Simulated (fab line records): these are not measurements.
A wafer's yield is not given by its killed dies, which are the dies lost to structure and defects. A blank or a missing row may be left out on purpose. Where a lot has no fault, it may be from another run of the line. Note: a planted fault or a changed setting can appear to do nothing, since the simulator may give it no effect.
Problem report in the 8D (eight disciplines) form, filled by code	flow gf180mcu	the parts of the form that need people (team, actions taken, sign-off) are left out

## 1. WHAT IS WRONG
Wafers free of any fault read 456.4 ohm/sq (standard deviation 1.1) for MVSD_RS at GF_VT_IMPLANT_RS_MEAS_46, against a mean of 462.6 ohm/sq on 6 wafers of 2 lots. That puts it +5.6 standard deviations away from the usual mean.
The step: measures by four-point-probe.
The first sign was on wafer L323.4 at day 11 02:38, on film_metro-03. At this step, 36 wafers from 12 lots have a number in the record. Rule for "out", or "out of limits": more than 4 standard deviations from the usual mean. The rest of the wafers with a number are treated as sound.

## 2. WHAT THIS IS AND IS NOT
question	is	is not
which readings at this step	MVSD_RS	-
which lots	L323, L326	L312, L313, L314, L316, L328, L330, L331, L332, L334, L335
which wafers of those lots	all that have a number	-
read on which gauges	film_metro-03, film_metro-04	film_metro-01
when	from day 11 02:38	up to then (12 sound wafers); but 18 sound wafers of L328, L330, L331, L332, L334, L335 came after

## 3. SUSPECTS, AND WHAT RULES EACH OUT
Counting: any tool at a process step up to the reading is kept as a suspect provided that every lot that is out went through it and no sound lot did after the first of them.
- the gauge at GF_VT_IMPLANT_RS_MEAS_46: ruled out. The wafers that are out were read on 2 gauges (film_metro-03, film_metro-04).
- plasma_asher-01 at GF_STI_STRIP_15 (strips in O2/N2): kept. Every lot that is out went through it, starting with L323 (day 4 10:26), and after that it ran no sound lot; the last sound lot it ran before then is L314 (day 2 12:50).
- implanter-04 at GF_MVSD_IMPLANT_08: kept. Every lot that is out went through it, starting with L323 (day 7 11:50), and after that it ran no sound lot; the last sound lot it ran before then is L316 (day 5 06:21). On those wafers its own readings are out: beam_energy_keV.
What counting leaves: plasma_asher-01 at GF_STI_STRIP_15 and implanter-04 at GF_MVSD_IMPLANT_08.

## 4. THE CAUSE (what the simulator had put in)
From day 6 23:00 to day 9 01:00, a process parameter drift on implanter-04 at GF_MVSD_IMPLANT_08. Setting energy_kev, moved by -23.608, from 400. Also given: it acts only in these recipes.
This tool is one of the 2 suspects left after counting.

## 5. SEQUENCE OF EFFECTS, ordered by route
Each row: a reading whose mean over the struck wafers that have a number lies more than 3 standard deviations from the usual. Only readings whose record carries a usual standard deviation are examined. hours: median over the lots of the time between each lot's start at the first step of this table that gives one and its start at this step. sigmas: the change, counted in usual standard deviations.
hours	step	reading	usual	on struck wafers	change	sigmas
0	GF_MVSD_IMPLANT_08	beam_energy_keV	400.02	376.44	-23.58	-99 or more
88	GF_VT_IMPLANT_RS_MEAS_46	MVSD_RS	456.4 ohm/sq	462.6	+6.2	+5.6
Process steps it contains:
- GF_MVSD_IMPLANT_08

## 6. HOW IT WOULD HAVE BEEN CAUGHT EARLIER
100 hours passed between the start of the fault at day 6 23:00 and the first reading out of limits at a measuring or inspecting step in this record, taken at day 11 02:38.
At GF_MVSD_IMPLANT_08, the tool's own readings (beam_energy_keV) were out on each struck wafer the step has a row for, so an alarm limit on them would have fired on the first such wafer.
By day 11 02:38 the whole set of lots that are out, 2 in number, had already begun GF_MVSD_IMPLANT_08 on implanter-04. None of them would have been spared by holding the tool at that moment.
